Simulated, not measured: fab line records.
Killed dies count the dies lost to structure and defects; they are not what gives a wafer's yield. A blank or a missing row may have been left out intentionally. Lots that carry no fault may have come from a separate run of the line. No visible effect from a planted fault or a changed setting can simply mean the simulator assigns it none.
fab line records    flow sky130
[record] lots = 12  wafers = 36  last_day = 50
route steps=708 shown METAL4@630 VIA4@651 PAD_OPEN@708
lots that met no fault: from a run of the same line without faults
start_h: the number of hours between the record's first day and the start of the first shown wafer of the lot    wait_h: hours since the lot's step before    " same as the row above    L1.1+2: several wafers, shown together as one row    - either no value or no given start    * or withheld: withheld    < > ~ a bound
route shown NAME@n: NAME is a module with steps in the file, n the number in the route of the first one    usual: the fault-free wafers' mean and standard deviation    same: alike in all rows    chamber/n: place in a boat    sites: per-site readings    _std_site: the values' standard deviation    _edge_site: mean of outer sites minus mean of inner sites    radius_mm: for every site, how far away it sits from the centre of the wafer    mask NAME#n: copy n    behind: tool/chamber where the wafer was last shaped    hold: why the lot was held/for how many hours/how that ended    device: which transistor (n, p or np) failed to switch    end of line: the same wafers' tests at the end of the route    a step without rows: its recipe alone    killed: the dies lost at the first sort to structure and to defects; this is not the yield of the wafer    map: shows each die of a wafer: x if killed, . if not, _ if none is there
set.NAME: setting as actually run; set.NAME@STEP: the setting as run at that earlier step    model.NAME: the simulator's own value behind a step, which no gauge read
route steps across a sampled set of lots; one table per step, one row per wafer
services: when a tool's chamber went out of use (start_h, in hours from the record's first day, below 0 if earlier), for how many hours, and the reason
[[steps]]
[step SKY_METAL4_OVL_MEAS_14]
[usual] METAL4_OVL = 3/5.6
lot.wafer  tool        chamber  start_h  wait_h  METAL4_OVL[nm]
L625.2     overlay-01  -        971.12   0.1     10
L625.4     "           -        "        "       13
L625.5     "           -        "        "       7
L626.1     overlay-01  -        986.04   0.1     11
L626.2     "           -        "        "       9
L626.4     "           -        "        "       8
L627.1     overlay-01  -        987.71   0.1     5
L627.3     "           -        "        "       7
L627.6     "           -        "        "       9
L631.1     overlay-01  -        1017.14  0.1     -3
L631.3     "           -        "        "       0
L631.4     "           -        "        "       1
L634.4     overlay-01  -        1044.78  0.1     3
L634.5     "           -        "        "       5
L634.6     "           -        "        "       4
L639.3     overlay-02  -        1067.30  0.1     2
L639.4     "           -        "        "       9
L639.5     "           -        "        "       1
L640.1     overlay-02  -        1083.24  0.1     2
L640.3     "           -        "        "       -2
L640.5     "           -        "        "       0
L643.1     overlay-02  -        1094.19  0.1     6
L643.2     "           -        "        "       2
L643.5     "           -        "        "       5
L644.2     overlay-02  -        1102.12  0.1     0
L644.5     "           -        "        "       0
L644.6     "           -        "        "       -2
L646.2     overlay-02  -        1111.10  0.1     -7
L646.3     "           -        "        "       -8
L646.6     "           -        "        "       -7
L647.2     overlay-02  -        1113.25  0.1     0
L647.3     "           -        "        "       -6
L647.6     "           -        "        "       1
L648.1     overlay-01  -        1120.46  0.1     -6
L648.4     "           -        "        "       0
L648.6     "           -        "        "       -5
[step SKY_VIA4_ETCH_12]
[recipe] target = SiO2  chemistry = C4F8/O2/Ar  stop_on = TiN  mask_material = NOVOLAK  source_w = 1500  bias_w = 1200  pressure_mtorr = 40  c4f8_flow_sccm = withheld  O2_flow_sccm = 6  Ar_flow_sccm = 300  time_s = withheld  target_depth_a = 5800
[usual] oes_product_au = 0.926/0.0052  rf_fwd_power_W = 1490/4.8
lot.wafer  tool         chamber  start_h  wait_h  oes_product_au  rf_fwd_power_W
L625.2     rie_diel-04  0        996.48   0.0     0.923           1492
L625.4     "            2        "        "       0.925           1492
L625.5     "            0        "        "       0.921           1492
L626.1     rie_diel-01  0        1011.02  0.0     0.932           1492
L626.2     "            2        "        "       0.930           1490
L626.4     "            1        "        "       0.931           1486
L627.1     rie_diel-01  2        1011.73  0.0     0.929           1493
L627.3     "            0        "        "       0.926           1495
L627.6     "            3        "        "       0.921           1492
L631.1     rie_diel-02  0        1041.43  0.0     0.919           1492
L631.3     "            1        "        "       0.926           1503
L631.4     "            2        "        "       0.920           1490
L634.4     rie_diel-02  0        1067.86  0.0     0.926           1495
L634.5     "            3        "        "       0.920           1489
L634.6     "            2        "        "       0.938           1484
L639.3     rie_diel-02  3        1089.53  0.0     0.935           1494
L639.4     "            0        "        "       0.927           1499
L639.5     "            3        "        "       0.925           1483
L640.1     rie_diel-02  0        1104.73  0.0     0.926           1490
L640.3     "            2        "        "       0.927           1490
L640.5     "            3        "        "       0.924           1492
L643.1     rie_diel-02  2        1115.58  0.0     0.920           1488
L643.2     "            1        "        "       0.941           1495
L643.5     "            1        "        "       0.929           1499
L644.2     rie_diel-02  3        1122.38  0.0     0.923           1497
L644.5     "            1        "        "       0.925           1493
L644.6     "            2        "        "       0.923           1479
L646.2     rie_diel-01  0        1132.23  0.0     0.920           1490
L646.3     "            1        "        "       0.923           1485
L646.6     "            0        "        "       0.923           1493
L647.2     rie_diel-04  0        1134.02  0.0     0.934           1479
L647.3     "            1        "        "       0.920           1491
L647.6     "            2        "        "       0.924           1493
L648.1     rie_diel-02  2        1140.52  0.0     0.920           1485
L648.4     "            2        "        "       0.920           1481
L648.6     "            1        "        "       0.924           1494
[step SKY_VIA4_STRIP_13]
[recipe] chemistry = O2/N2  power_w = 1400  pressure_mtorr = 1500  platen_temp_c = withheld  o2_flow_sccm = 3000  n2_flow_sccm = 300  overash_fraction = 0.5
[usual] drypump_motor_current_A = 5.4/0.46  oes_product_au = 0.709/0.0047  strip_time_to_endpoint_s = 12.81/0.037
[same] overash_fraction = 0.5
lot.wafer  tool             chamber  start_h  wait_h  drypump_motor_current_A  oes_product_au  rf_hours_counter_h  strip_time_to_endpoint_s
L625.2     plasma_asher-01  0        996.55   -       5.9                      0.712           26                  12.79
L625.4     "                1        "        "       5.4                      0.710           -                   12.89
L625.5     "                0        "        "       5.9                      0.708           -                   12.79
L626.1     plasma_asher-02  1        1011.10  -       5.0                      0.706           53                  12.85
L626.2     "                0        "        "       5.1                      0.714           53                  12.87
L626.4     "                1        "        "       5.0                      0.712           -                   12.85
L627.1     plasma_asher-01  0        1011.80  -       5.9                      0.706           28                  12.81
L627.3     "                0        "        "       5.9                      0.708           -                   12.81
L627.6     "                1        "        "       5.4                      0.718           -                   12.72
L631.1     plasma_asher-02  1        1041.50  -       5.0                      0.711           56                  12.79
L631.3     "                0        "        "       5.1                      0.712           -                   12.80
L631.4     "                1        "        "       5.0                      0.708           -                   12.85
L634.4     plasma_asher-01  1        1067.93  -       5.3                      0.706           -                   12.88
L634.5     "                0        "        "       5.9                      0.705           -                   12.88
L634.6     "                1        "        "       5.4                      0.709           -                   12.85
L639.3     plasma_asher-02  0        1089.63  -       5.1                      0.709           -                   12.89
L639.4     "                1        "        "       5.0                      0.701           -                   12.84
L639.5     "                0        "        "       5.1                      0.702           -                   12.87
L640.1     plasma_asher-01  1        1104.80  -       5.4                      0.709           37                  12.82
L640.3     "                1        "        "       5.3                      0.710           -                   12.82
L640.5     "                0        "        "       5.9                      0.716           -                   12.80
L643.1     plasma_asher-02  0        1115.65  -       5.1                      0.714           63                  12.86
L643.2     "                1        "        "       5.0                      0.703           63                  12.80
L643.5     "                1        "        "       5.0                      0.713           -                   12.80
L644.2     plasma_asher-01  1        1122.45  -       5.3                      0.703           39                  12.81
L644.5     "                0        "        "       5.9                      0.712           -                   12.81
L644.6     "                1        "        "       5.4                      0.714           -                   12.81
L646.2     plasma_asher-02  1        1132.30  -       5.0                      0.708           65                  12.81
L646.3     "                0        "        "       5.1                      0.709           -                   12.80
L646.6     "                1        "        "       5.0                      0.707           -                   12.84
L647.2     plasma_asher-02  0        1134.10  -       5.1                      0.710           65                  12.80
L647.3     "                1        "        "       5.0                      0.703           -                   12.83
L647.6     "                1        "        "       5.0                      0.713           -                   12.83
L648.1     plasma_asher-03  1        1140.60  -       6.4                      0.708           8                   12.86
L648.4     "                0        "        "       5.5                      0.713           -                   12.81
L648.6     "                0        "        "       5.5                      0.717           -                   12.86
[step SKY_VIA4_CMP_21]
[recipe] stop_on = SiO2  t_overpolish_s = 25  down_force_psi = 3.5  platen_rpm = 60  target_thk_nm = 0  pad_velocity_m_s = 0.94248
[usual] motor_current_A = 11.2/1.1  overpolish_run_s = 25.000/0.0097  time_to_endpoint_s = 123/4
lot.wafer  tool    chamber  start_h  wait_h  motor_current_A  overpolish_run_s  time_to_endpoint_s
L625.2     cmp-01  1        997.59   0.1     11.7             25.017            120
L625.4     "       2        "        "       9.8              25.006            128
L625.5     "       1        "        "       11.7             24.981            123
L626.2     cmp-02  3        1012.30  0.3     10.1             25.001            122
L626.1     "       0        "        "       12.1             24.995            124
L626.4     "       1        "        "       12.0             25.003            117
L627.3     cmp-02  0        1013.17  0.2     11.9             25.004            125
L627.1     "       1        "        "       11.7             24.998            124
L627.6     "       2        "        "       12.7             25.007            125
L631.4     cmp-01  0        1042.54  0.1     10.4             24.981            127
L631.3     "       1        "        "       10.6             25.004            121
L631.1     "       2        "        "       10.9             25.004            124
L634.4     cmp-02  3        1069.14  0.2     9.9              25.012            118
L634.6     "       0        "        "       12.2             24.994            117
L634.5     "       1        "        "       11.6             25.002            66
L639.3     cmp-01  2        1090.92  0.1     10.4             24.996            122
L639.4     "       3        "        "       10.4             24.997            125
L639.5     "       0        "        "       10.3             24.995            121
L640.1     cmp-01  1        1105.79  0.1     11.8             24.992            117
L640.3     "       3        "        "       10.8             24.996            118
L640.5     "       1        "        "       11.2             24.990            117
L643.2     cmp-01  1        1117.26  0.2     11.3             24.966            116
L643.1     "       2        "        "       10.4             24.994            120
L643.5     "       0        "        "       10.4             25.015            117
L644.2     cmp-01  1        1124.02  0.2     11.7             25.008            120
L644.6     "       2        "        "       10.5             25.010            126
L644.5     "       3        "        "       10.2             25.015            126
L646.2     cmp-02  3        1134.99  0.0     9.9              24.995            122
L646.3     "       2        "        "       11.9             25.006            123
L646.6     "       3        "        "       9.6              24.994            121
L647.3     cmp-01  3        1137.23  0.2     10.4             24.990            118
L647.2     "       0        "        "       9.8              25.001            120
L647.6     "       2        "        "       9.9              24.992            125
L648.1     cmp-02  2        1142.75  0.1     12.3             25.003            124
L648.4     "       3        "        "       9.8              25.005            125
L648.6     "       3        "        "       10.1             25.008            126
[step SKY_PAD_OPEN_PROBE_99]
[usual] defect_limited_yield = 82.1/2  killed_at_M0_to_M3 = 44/7.8  killed_at_M4_up = 3.1/1.7  killed_at_contacts = 25/5.1  killed_at_front_end = 15/4.4  killed_at_other = 0.5/0.68  killed_dies = 88/9.9  killed_open = 48/6.9  killed_short = 39/6.5  sort_bin_3_pad_short = 0.8/0.42  sort_bin_5_function = 10.6/1.5  sort_bin_6_memory = 6.5/1.2  sort_n_pass = 404/9.9  sort_yield_pct = 82.1/2
[same] gross_dies = 492  killed_at_back_side = 0  sort_bin_4_leakage[%] = 0  sort_bin_8_speed[%] = 0
lot.wafer  tool       chamber  start_h  wait_h  defect_limited_yield[%]  killed_at_M0_to_M3  killed_at_M4_up  killed_at_contacts  killed_at_front_end  killed_at_other  killed_dies  killed_open  killed_short  sort_bin_3_pad_short[%]  sort_bin_5_function[%]  sort_bin_6_memory[%]  sort_n_pass  sort_yield_pct[%]
L626.1     prober-01  -        1081.11  0.1     82.5                     44                  2                31                  9                    0                86           51           35            0.6                      10.6                    6.3                   406          82.5
L626.2     prober-01  -        1081.16  0.1     80.3                     54                  4                23                  15                   1                97           47           50            0.6                      11.8                    7.3                   395          80.3
L626.4     prober-01  -        1081.26  0.2     80.7                     40                  5                33                  16                   1                95           39           56            1.0                      11.8                    6.5                   397          80.7
L627.1     prober-02  -        1082.41  0.1     83.5                     33                  3                30                  13                   2                81           49           30            1.2                      10.6                    4.7                   411          83.5
L627.3     prober-02  -        1082.51  0.2     81.7                     46                  4                21                  18                   1                90           47           42            1.4                      11.6                    5.3                   402          81.7
L627.6     prober-02  -        1082.66  0.2     81.7                     44                  3                31                  11                   1                90           47           42            0.8                      11.6                    5.9                   402          81.7
L631.1     prober-02  -        1108.97  0.1     77.8                     69                  4                23                  12                   1                109          61           47            1.0                      13.4                    7.7                   383          77.8
L631.3     prober-02  -        1109.07  0.2     78.7                     57                  4                26                  16                   2                105          63           41            1.0                      14.8                    5.5                   387          78.7
L631.4     prober-02  -        1109.12  0.2     83.5                     43                  5                19                  13                   1                81           44           36            0.6                      9.8                     6.1                   411          83.5
L646.2     prober-02  -        1189.36  0.1     83.1                     46                  2                20                  15                   0                83           47           36            1.2                      11.4                    4.3                   409          83.1
L646.3     prober-02  -        1189.41  0.2     80.1                     49                  0                33                  16                   0                98           54           44            0                        12.2                    7.7                   394          80.1
L646.6     prober-02  -        1189.56  0.2     80.9                     45                  2                24                  23                   0                94           52           42            0.6                      10.0                    8.5                   398          80.9
L648.1     prober-02  -        1196.02  0.1     86.0                     36                  2                19                  12                   0                69           39           29            0.2                      8.1                     5.7                   423          86.0
L648.4     prober-02  -        1196.17  0.2     77.4                     51                  7                31                  21                   1                111          56           53            1.0                      14.2                    7.3                   381          77.4
L648.6     prober-02  -        1196.27  0.2     81.7                     42                  1                29                  17                   1                90           51           39            1.8                      9.1                     7.3                   402          81.7
// killed by level:class
L626.1 VIA1:geometric_particle:open=16 CONTACT:geometric_particle:open=9 LI_CONTACT:geometric_particle:open=8 CONTACT:geometric_particle:short=7 VIA3:geometric_particle:open=7 VIA1:geometric_particle:short=5 LOCAL_INTERCONNECT:geometric_particle:short=4 VIA2:geometric_particle:open=4
L626.2 METAL1:geometric_particle:short=13 VIA3:geometric_particle:open=10 CONTACT:geometric_particle:open=9 VIA1:geometric_particle:open=9 LI_CONTACT:geometric_particle:open=5 VIA1:geometric_particle:short=5 POLY_GATE:geometric_particle:open=4 LOCAL_INTERCONNECT:geometric_particle:short=4
L626.4 CONTACT:geometric_particle:open=11 CONTACT:geometric_particle:short=9 METAL2:geometric_particle:short=9 FIELD_ISO:geometric_particle:short=7 VIA1:geometric_particle:open=7 LOCAL_INTERCONNECT:geometric_particle:short=5 LI_CONTACT:geometric_particle:open=4 VIA1:geometric_particle:short=4
L627.1 CONTACT:geometric_particle:open=12 LI_CONTACT:geometric_particle:open=11 VIA3:geometric_particle:open=7 VIA1:geometric_particle:short=6 FIELD_ISO:geometric_particle:open=4 POLY_GATE:geometric_particle:open=4 VIA1:geometric_particle:open=4 METAL2:geometric_particle:short=4
L627.3 POLY_GATE:geometric_particle:open=7 CONTACT:geometric_particle:open=7 VIA2:geometric_particle:open=7 VIA3:geometric_particle:open=7 VIA1:geometric_particle:open=6 METAL1:geometric_particle:short=6 LI_CONTACT:geometric_particle:open=6 VIA2:geometric_particle:short=6
L627.6 CONTACT:geometric_particle:open=15 METAL1:geometric_particle:short=7 VIA1:geometric_particle:open=7 VIA1:geometric_particle:short=7 LI_CONTACT:geometric_particle:open=6 VIA3:geometric_particle:short=6 CONTACT:geometric_particle:short=5 VIA3:geometric_particle:open=5
L631.1 VIA1:geometric_particle:open=19 VIA3:geometric_particle:open=10 VIA1:geometric_particle:short=10 LI_CONTACT:geometric_particle:open=8 CONTACT:geometric_particle:open=7 METAL1:geometric_particle:short=6 CONTACT:geometric_particle:short=5 VIA2:geometric_particle:open=5
L631.3 VIA1:geometric_particle:open=20 LI_CONTACT:geometric_particle:open=11 VIA1:geometric_particle:short=11 FIELD_ISO:geometric_particle:open=7 VIA3:geometric_particle:open=7 CONTACT:geometric_particle:open=6 CONTACT:geometric_particle:short=4 VIA2:geometric_particle:short=4
L631.4 CONTACT:geometric_particle:open=10 VIA1:geometric_particle:open=8 VIA3:geometric_particle:open=6 METAL2:geometric_particle:short=5 VIA2:geometric_particle:open=5 VIA3:geometric_particle:short=5 FIELD_ISO:geometric_particle:short=4 VIA1:geometric_particle:short=4
L646.2 VIA1:geometric_particle:open=14 VIA3:geometric_particle:open=9 VIA1:geometric_particle:short=8 LI_CONTACT:geometric_particle:open=6 POLY_GATE:geometric_particle:open=5 METAL2:geometric_particle:short=5 FIELD_ISO:geometric_particle:short=4 CONTACT:geometric_particle:open=4
L646.3 VIA1:geometric_particle:open=15 CONTACT:geometric_particle:open=11 LI_CONTACT:geometric_particle:open=9 VIA1:geometric_particle:short=8 METAL1:geometric_particle:short=8 CONTACT:geometric_particle:short=7 FIELD_ISO:geometric_particle:open=6 VIA2:geometric_particle:open=6
L646.6 VIA1:geometric_particle:open=16 CONTACT:geometric_particle:open=12 FIELD_ISO:geometric_particle:short=8 VIA1:geometric_particle:short=7 VIA3:geometric_particle:open=7 CONTACT:geometric_particle:short=6 FIELD_ISO:geometric_particle:open=5 METAL1:geometric_particle:short=5
L648.1 LI_CONTACT:geometric_particle:open=8 METAL2:geometric_particle:short=7 VIA2:geometric_particle:open=6 VIA1:geometric_particle:open=6 VIA3:geometric_particle:open=6 FIELD_ISO:geometric_particle:open=5 CONTACT:geometric_particle:short=4 VIA1:geometric_particle:short=4
L648.4 CONTACT:geometric_particle:open=15 METAL1:geometric_particle:short=10 VIA2:geometric_particle:open=9 FIELD_ISO:geometric_particle:short=7 VIA1:geometric_particle:open=7 VIA3:geometric_particle:open=6 LI_CONTACT:geometric_particle:open=5 POLY_GATE:geometric_particle:open=5
L648.6 LI_CONTACT:geometric_particle:open=12 VIA1:geometric_particle:open=11 VIA2:geometric_particle:open=10 FIELD_ISO:geometric_particle:open=7 CONTACT:geometric_particle:short=7 FIELD_ISO:geometric_particle:short=5 LI_CONTACT:geometric_particle:short=5 METAL2:geometric_particle:short=5
[[services]]
tool             chamber  start_h  hours  kind
rie_diel-04      3        973.90   9.4    repair
plasma_asher-02  -        975.63   8.1    repair
rie_diel-04      2        976.58   4.3    repair
plasma_asher-01  -        977.68   5.4    repair
rie_diel-01      2        980.02   3.1    repair
cmp-02           -        984.13   2.3    repair
cmp-02           -        995.68   3.3    repair
rie_diel-02      1        1001.89  4.4    repair
cmp-02           -        1006.34  2.3    repair
rie_diel-01      -        1009.36  0.3    repair
cmp-01           -        1011.57  0.7    repair
plasma_asher-02  -        1019.92  0.5    repair
rie_diel-01      2        1031.87  7.1    repair
cmp-01           -        1045.47  1.6    repair
cmp-01           -        1054.27  0.3    repair
cmp-02           -        1055.90  1.3    repair
rie_diel-01      0        1060.01  3.4    repair
cmp-02           -        1070.33  0.8    repair
cmp-01           -        1084.00  4.0    pm
cmp-01           -        1109.85  2.1    repair
cmp-01           -        1120.11  1.0    repair
cmp-01           -        1123.06  0.8    repair
cmp-02           -        1131.14  1.7    repair
rie_diel-02      0        1131.70  22.4   repair
[[key]]
[first_sign] step = SKY_VIA4_CMP_21  reading = time_to_endpoint_s  direction = down  sigmas = 14  usual = *  struck = *
effect none on later readings
met_at SKY_VIA4_CMP_21
struck_lots L634
struck_wafers L634.5
not_acting_at SKY_METAL4_OVL_MEAS_14,SKY_VIA4_ETCH_12,SKY_VIA4_STRIP_13
onset_between 1013.17 1069.14
[fault] kind = process_parameter_drift  tool = cmp-02  chamber = 1  onset_h = 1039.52  steps = SKY_VIA4_CMP_21  channel = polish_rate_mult  offset = 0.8  shape = step  end_h = 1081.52
